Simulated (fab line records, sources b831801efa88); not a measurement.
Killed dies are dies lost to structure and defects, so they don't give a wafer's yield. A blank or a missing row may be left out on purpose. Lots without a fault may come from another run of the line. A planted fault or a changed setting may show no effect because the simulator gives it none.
fab line records | flow sky130
record lots=14 wafers=41 last_day=50
route steps=708 shown LDD_HVP@287 LDD_LDN@295 SD_P@328
lots that met no fault: from a run of the same line without faults
start_h: hours from the record's first day to the start of the lot's first wafer shown | wait_h: hours since the lot's step before | " the same as in the row above | L1.1+2: a row that stands for several wafers | - no value, or no start given | * or withheld: withheld | < > ~ a bound
route shown NAME@n: a module of which the file shows steps, and the number in the route of the first | usual: mean/standard deviation of fault-free wafers | same: alike in all rows | chamber/n: place in a boat | sites: the reading at each site | _std_site: their standard deviation | _edge_site: outer sites' mean less inner sites' | radius_mm: how far each site lies from the wafer's centre | mask NAME#n: copy n | behind: the tool/chamber that last shaped the wafer | hold: why the lot was held/for how many hours/how that ended | device: the transistor (n, p or np) that didn't switch | end of line: the same wafers' tests at the end of the route | a step without rows: its recipe alone | killed: dies lost to structure and defects at the first sort, not the wafer's yield | map: a wafer's dies, x killed, . not, _ none there
set.NAME: the setting as run; set.NAME@STEP: as run at that earlier step | model.NAME: the simulator's own value behind a step, which no gauge read
steps of the route over a sample of lots; a table a step, a row a wafer
services: from which hour (start_h, from the record's first day; less than 0 if before it) a tool's chamber was out of use, for how many hours, and why
## steps
# step SKY_LDD_HVP_STRIP_09
# recipe chemistry=O2/N2 power_w=1400 pressure_mtorr=1500 platen_temp_c=withheld o2_flow_sccm=3000 n2_flow_sccm=300 overash_fraction=0.5
# usual drypump_motor_current_A=5.81/0.28 oes_product_au=0.408/0.0044 strip_time_to_endpoint_s=4.130/0.015
# columns lot.wafer tool chamber start_h wait_h drypump_motor_current_A oes_product_au rf_hours_counter_h strip_time_to_endpoint_s
L167.1 plasma_asher-03 0 516.05 0.1 5.50 0.411 70 4.111
L167.3 " 0 " " 5.50 0.405 - 4.129
L167.5 " 0 " " 5.51 0.405 - 4.118
L169.2 plasma_asher-03 0 537.55 0.1 5.48 0.403 72 4.122
L169.3 " 1 " " 5.54 0.413 - 4.110
L169.4 " 0 " " 5.50 0.401 - 4.127
L170.1 plasma_asher-02 1 549.29 0.1 6.25 0.407 11 4.148
L170.3 " 1 " " 6.24 0.410 - 4.119
L170.5 " 0 " " 5.75 0.408 - 4.118
L171.1 plasma_asher-03 1 561.55 0.1 5.52 0.406 74 4.124
L171.4 " 0 " " 5.51 0.400 - 4.144
L171.6 " 1 " " 5.54 0.410 - 4.117
L175.2 plasma_asher-02 1 595.24 0.1 6.26 0.403 16 4.089
L175.4 " 0 " " 5.73 0.406 - 4.134
L175.6 " 0 " " 5.73 0.403 - 4.128
L177.1 plasma_asher-03 0 606.90 0.1 5.49 0.403 80 4.154
L177.4 " 0 " " 5.48 0.405 - 4.139
L177.6 " 1 " " 5.56 0.416 - 4.153
L178.1 plasma_asher-02 0 608.84 0.1 5.73 0.409 17 4.123
L178.5 " 0 " " 5.75 0.405 - 4.134
L178.6 " 1 " " 6.24 0.414 - 4.128
L179.1 plasma_asher-01 1 615.20 0.1 5.68 0.410 95 4.117
L179.3 " 1 " " 5.68 0.405 - 4.135
L179.4 " 0 " " 5.92 0.415 - 4.126
L180.1 plasma_asher-03 0 630.84 0.1 5.49 0.408 82 4.117
L180.2 " 1 " " 5.59 0.407 82 4.144
L180.3 " 0 " " 5.48 0.411 - 4.130
L182.3 plasma_asher-02 1 643.63 0.1 6.24 0.408 - 4.107
L182.6 " 0 " " 5.72 0.401 - 4.114
L183.4 plasma_asher-02 1 653.38 0.1 6.27 0.404 - 4.131
L183.5 " 0 " " 5.71 0.418 - 4.138
L183.6 " 1 " " 6.26 0.407 - 4.130
L185.1 plasma_asher-02 0 662.55 0.1 5.73 0.415 23 4.119
L185.4 " 1 " " 6.25 0.402 - 4.127
L185.5 " 0 " " 5.72 0.416 - 4.116
L186.1 plasma_asher-02 0 671.24 0.1 5.74 0.410 23 4.143
L186.4 " 0 " " 5.73 0.402 - 4.143
L186.6 " 1 " " 6.23 0.407 - 4.171
L187.2 plasma_asher-02 0 677.60 0.1 5.72 0.411 24 4.149
L187.4 " 0 " " 5.72 0.407 - 4.136
L187.5 " 0 " " 5.74 0.403 - 4.113
# step SKY_LDD_LDN_DEVELOP_06
# recipe resist=NOVOLAK developer=TMAH develop_time_s=60 dev_temp_c=23
# usual chill_plate_temp_C=23.00/0.11
# columns lot.wafer tool chamber start_h wait_h chill_plate_temp_C
L167.1 litho_track-03 0 546.04 0.1 23.05
L167.3 " 0 " " 23.15
L167.5 " 0 " " 23.18
L169.2 litho_track-02 0 567.04 0.1 22.87
L169.3 " 0 " " 22.84
L169.4 " 0 " " 22.91
L170.1 litho_track-03 0 579.14 0.1 23.08
L170.3 " 0 " " 22.94
L170.5 " 0 " " 23.21
L171.1 litho_track-03 0 590.34 0.1 23.00
L171.4 " 0 " " 23.12
L171.6 " 0 " " 22.94
L175.2 litho_track-03 0 624.01 0.1 23.16
L175.4 " 0 " " 23.20
L175.6 " 0 " " 23.11
L177.1 litho_track-03 0 635.79 0.1 22.86
L177.4 " 0 " " 22.96
L177.6 " 0 " " 22.93
L178.1 litho_track-02 0 637.31 0.1 22.89
L178.5 " 0 " " 23.01
L178.6 " 0 " " 23.03
L179.1 litho_track-04 0 643.85 0.1 23.03
L179.3 " 0 " " 23.00
L179.4 " 0 " " 22.98
L180.1 litho_track-02 0 659.21 0.1 22.84
L180.2 " 0 " " 22.95
L180.3 " 0 " " 22.92
L182.3 litho_track-02 0 671.91 0.1 23.02
L182.6 " 0 " " 22.95
L183.4 litho_track-02 0 681.49 0.1 22.93
L183.5 " 0 " " 22.86
L183.6 " 0 " " 22.86
L185.1 litho_track-04 0 690.25 0.1 22.93
L185.4 " 0 " " 22.97
L185.5 " 0 " " 22.98
L186.1 litho_track-02 0 699.81 0.1 22.83
L186.4 " 0 " " 22.98
L186.6 " 0 " " 22.90
L187.2 litho_track-02 0 705.54 0.1 23.11
L187.4 " 0 " " 22.90
L187.5 " 0 " " 23.11
# step SKY_LDD_LDN_OVL_MEAS_07
# usual LDD_LDN_OVL=-0.1/1.2
# columns lot.wafer tool chamber start_h wait_h LDD_LDN_OVL[nm]
L167.1 overlay-01 - 546.19 0.1 0.8
L167.3 " - " " 2.5
L167.5 " - " " 1.1
L169.2 overlay-02 - 567.17 0.1 -0.7
L169.3 " - " " -1.5
L169.4 " - " " -1.0
L170.1 overlay-01 - 579.29 0.1 -1.2
L170.3 " - " " -1.4
L170.5 " - " " -0.6
L171.1 overlay-01 - 590.49 0.1 -0.9
L171.4 " - " " -0.9
L171.6 " - " " -2.8
L175.2 overlay-02 - 624.14 0.1 -
L175.4 " - " " -
L175.6 " - " " -
L177.1 overlay-01 - 635.94 0.1 -
L177.4 " - " " -
L177.6 " - " " -
L178.1 overlay-02 - 637.46 0.1 0.8
L178.5 " - " " -1.2
L178.6 " - " " 0.4
L179.1 overlay-01 - 644.00 0.1 1.9
L179.3 " - " " 1.1
L179.4 " - " " 2.0
L180.1 overlay-02 - 659.36 0.1 1.1
L180.2 " - " " 1.3
L180.3 " - " " 1.6
L182.3 overlay-01 - 672.02 0.1 2.6
L182.6 " - " " 1.2
L183.4 overlay-02 - 681.58 0.1 -0.1
L183.5 " - " " 0.0
L183.6 " - " " 0.9
L185.1 overlay-02 - 690.42 0.1 0.2
L185.4 " - " " 1.7
L185.5 " - " " 1.1
L186.1 overlay-02 - 699.96 0.1 1.4
L186.4 " - " " 0.0
L186.6 " - " " -0.3
L187.2 overlay-02 - 705.67 0.1 1.9
L187.4 " - " " 2.5
L187.5 " - " " 2.4
# step SKY_LDD_LDN_TW_MEAS_13
# usual LDD_LDN_TW=1479/9.9
# columns lot.wafer tool chamber start_h wait_h LDD_LDN_TW
L167.1 film_metro-03 - 546.92 0.1 1486
L167.3 " - " " 1481
L167.5 " - " " 1493
L169.2 film_metro-01 - 567.91 0.1 1482
L169.3 " - " " 1488
L169.4 " - " " 1485
L170.1 film_metro-03 - 580.02 0.1 1485
L170.3 " - " " 1486
L170.5 " - " " 1476
L171.1 film_metro-03 - 591.22 0.1 1485
L171.4 " - " " 1489
L171.6 " - " " 1477
L175.2 film_metro-03 - 624.88 0.1 30
L175.4 " - " " 30
L175.6 " - " " 30
L177.1 film_metro-02 - 636.67 0.1 30
L177.4 " - " " 30
L177.6 " - " " 30
L178.1 film_metro-01 - 638.20 0.1 1485
L178.5 " - " " 1485
L178.6 " - " " 1483
L179.1 film_metro-02 - 644.74 0.1 1477
L179.3 " - " " 1469
L179.4 " - " " 1478
L180.1 film_metro-01 - 660.10 0.1 1484
L180.2 " - " " 1488
L180.3 " - " " 1489
L182.3 film_metro-01 - 672.77 0.1 1482
L182.6 " - " " 1473
L183.4 film_metro-01 - 682.33 0.1 1474
L183.5 " - " " 1484
L183.6 " - " " 1478
L185.1 film_metro-02 - 691.15 0.1 1468
L185.4 " - " " 1460
L185.5 " - " " 1469
L186.1 film_metro-03 - 700.72 0.1 1492
L186.4 " - " " 1481
L186.6 " - " " 1475
L187.2 film_metro-02 - 706.41 0.1 1461
L187.4 " - " " 1471
L187.5 " - " " 1462
# step SKY_SD_P_OVL_MEAS_08
# usual SD_P_OVL=1.0/1.6
# columns lot.wafer tool chamber start_h wait_h SD_P_OVL[nm]
L167.1 overlay-02 - 606.51 0.1 0.6
L167.3 " - " " 0.7
L167.5 " - " " 0.4
L169.2 overlay-02 - 627.06 0.1 -0.4
L169.3 " - " " -1.0
L169.4 " - " " -1.1
L170.1 overlay-02 - 639.43 0.1 0.4
L170.3 " - " " 0.3
L170.5 " - " " 1.9
L171.1 overlay-02 - 651.89 0.1 3.9
L171.4 " - " " 2.7
L171.6 " - " " 2.9
L175.2 overlay-02 - 683.54 0.1 1.5
L175.4 " - " " -0.5
L175.6 " - " " -0.5
L177.1 overlay-01 - 695.64 0.1 1.0
L177.4 " - " " 1.9
L177.6 " - " " 1.1
L178.1 overlay-02 - 697.03 0.1 -1.7
L178.5 " - " " -1.7
L178.6 " - " " -2.0
L179.1 overlay-02 - 702.66 0.1 0.7
L179.3 " - " " 0.0
L179.4 " - " " 0.7
L180.1 overlay-02 - 718.33 0.1 0.8
L180.2 " - " " 1.1
L180.3 " - " " -0.4
L182.3 overlay-01 - 730.27 0.1 0.5
L182.6 " - " " 1.7
L183.4 overlay-02 - 739.68 0.1 -0.4
L183.5 " - " " -0.5
L183.6 " - " " -0.9
L185.1 overlay-02 - 746.88 0.1 0.3
L185.4 " - " " 0.8
L185.5 " - " " 0.2
L186.1 overlay-01 - 759.33 0.1 -1.1
L186.4 " - " " -1.0
L186.6 " - " " -1.3
L187.2 overlay-01 - 761.69 0.1 3.1
L187.4 " - " " 3.5
L187.5 " - " " 1.9
# step SKY_SD_P_STRIP_10
# recipe chemistry=O2/N2 power_w=1400 pressure_mtorr=1500 platen_temp_c=withheld o2_flow_sccm=3000 n2_flow_sccm=300 overash_fraction=0.5
# usual drypump_motor_current_A=5.9/0.36 oes_product_au=0.617/0.0045 strip_time_to_endpoint_s=17.48/0.042
# columns lot.wafer tool chamber start_h wait_h drypump_motor_current_A oes_product_au rf_hours_counter_h strip_time_to_endpoint_s
L167.1 plasma_asher-02 1 606.69 0.1 6.3 0.612 17 17.45
L167.3 " 0 " " 5.7 0.622 - 17.47
L167.5 " 1 " " 6.3 0.616 - 17.38
L169.2 plasma_asher-03 1 627.24 0.1 5.5 0.621 82 17.40
L169.3 " 1 " " 5.5 0.610 - 17.41
L169.4 " 0 " " 5.5 0.621 - 17.43
L170.1 plasma_asher-04 1 639.62 0.1 6.5 0.619 49 17.40
L170.3 " 0 " " 6.0 0.615 - 17.46
L170.5 " 0 " " 5.9 0.615 - 17.42
L171.1 plasma_asher-02 1 652.08 0.1 6.3 0.616 22 17.46
L171.4 " 0 " " 5.7 0.619 - 17.50
L171.6 " 0 " " 5.7 0.616 - 17.53
L175.2 plasma_asher-04 1 683.72 0.1 6.4 0.610 53 17.42
L175.4 " 1 " " 6.4 0.617 - 17.42
L175.6 " 1 " " 6.4 0.612 - 17.44
L177.1 plasma_asher-02 1 695.83 0.1 6.3 0.607 26 17.44
L177.4 " 1 " " 6.3 0.611 - 17.42
L177.6 " 0 " " 5.7 0.619 - 17.45
L178.1 plasma_asher-03 0 697.22 0.1 5.5 0.621 89 17.51
L178.5 " 0 " " 5.5 0.617 - 17.51
L178.6 " 1 " " 5.5 0.613 - 17.48
L179.1 plasma_asher-03 0 702.84 0.1 5.5 0.611 89 17.49
L179.3 " 0 " " 5.5 0.619 - 17.57
L179.4 " 1 " " 5.5 0.616 - 17.53
L180.1 plasma_asher-03 1 718.67 0.2 5.5 0.611 91 17.52
L180.2 " 0 " " 5.5 0.624 91 17.56
L180.3 " 0 " " 5.5 0.620 - 17.51
L182.3 plasma_asher-04 0 730.48 0.1 5.9 0.611 - 17.49
L182.6 " 0 " " 5.9 0.617 - 17.47
L183.4 plasma_asher-03 0 739.88 0.1 5.5 0.615 - 17.58
L183.5 " 1 " " 5.5 0.614 - 17.55
L183.6 " 0 " " 5.5 0.615 - 17.50
L185.1 plasma_asher-02 0 747.07 0.1 5.7 0.619 29 17.51
L185.4 " 0 " " 5.8 0.617 - 17.50
L185.5 " 1 " " 6.3 0.616 - 17.51
L186.1 plasma_asher-03 0 760.45 0.1 5.5 0.620 96 17.48
L186.4 " 0 " " 5.5 0.613 - 17.49
L186.6 " 1 " " 5.5 0.615 - 17.52
L187.2 plasma_asher-03 1 761.87 0.1 5.6 0.610 97 17.44
L187.4 " 0 " " 5.5 0.623 - 17.46
L187.5 " 0 " " 5.5 0.621 - 17.49
## services
# columns tool chamber start_h hours kind
plasma_asher-04 - 502.20 2.8 pm
plasma_asher-02 - 522.21 6.2 repair
plasma_asher-04 - 576.71 5.3 repair
plasma_asher-04 - 581.60 2.7 repair
plasma_asher-04 - 584.80 10.9 repair
plasma_asher-04 - 623.90 10.2 repair
plasma_asher-02 - 729.60 15.6 pm
plasma_asher-01 - 733.75 9.0 pm
plasma_asher-01 0 733.75 9.0 vent_cycle
plasma_asher-01 1 733.75 9.0 vent_cycle
plasma_asher-01 0 742.75 - clean
plasma_asher-01 1 742.75 - clean
plasma_asher-02 - 756.63 11.1 repair
## key
first_sign step=SKY_LDD_LDN_OVL_MEAS_07 reading=LDD_LDN_OVL direction=missing
effect step=SKY_LDD_LDN_TW_MEAS_13 reading=LDD_LDN_TW direction=down sigmas=99+ usual=1479 struck=30
met_at SKY_LDD_LDN_DEVELOP_06
struck_lots L175,L177
rows_end L177.1,L177.4,L177.6
sort_left_out L175.2,L175.4,L175.6
tester_left_out L175
not_acting_at SKY_LDD_HVP_STRIP_09,SKY_SD_P_OVL_MEAS_08,SKY_SD_P_STRIP_10
onset_between 590.34 624.01
fault kind=process_parameter_drift tool=litho_track-03 chamber=- onset_h=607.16 steps=SKY_LDD_LDN_DEVELOP_06 channel=develop_time_s offset=* shape=step end_h=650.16 acts_in=* stated=*
# tester_left_out: of these lots the tester's yield and bins aren't shown, on N5 and GAA mostly nor the transistor test; their killed dies are dies lost to structure and defects alone, not to doping, threshold or leakage, so they don't give the yield
# sort_left_out: the simulated sort isn't trusted on such a fault, so these wafers' sort isn't shown, and their yield isn't known
# rows_end: these wafers met a further fault down the route, and their rows from its step on are left out
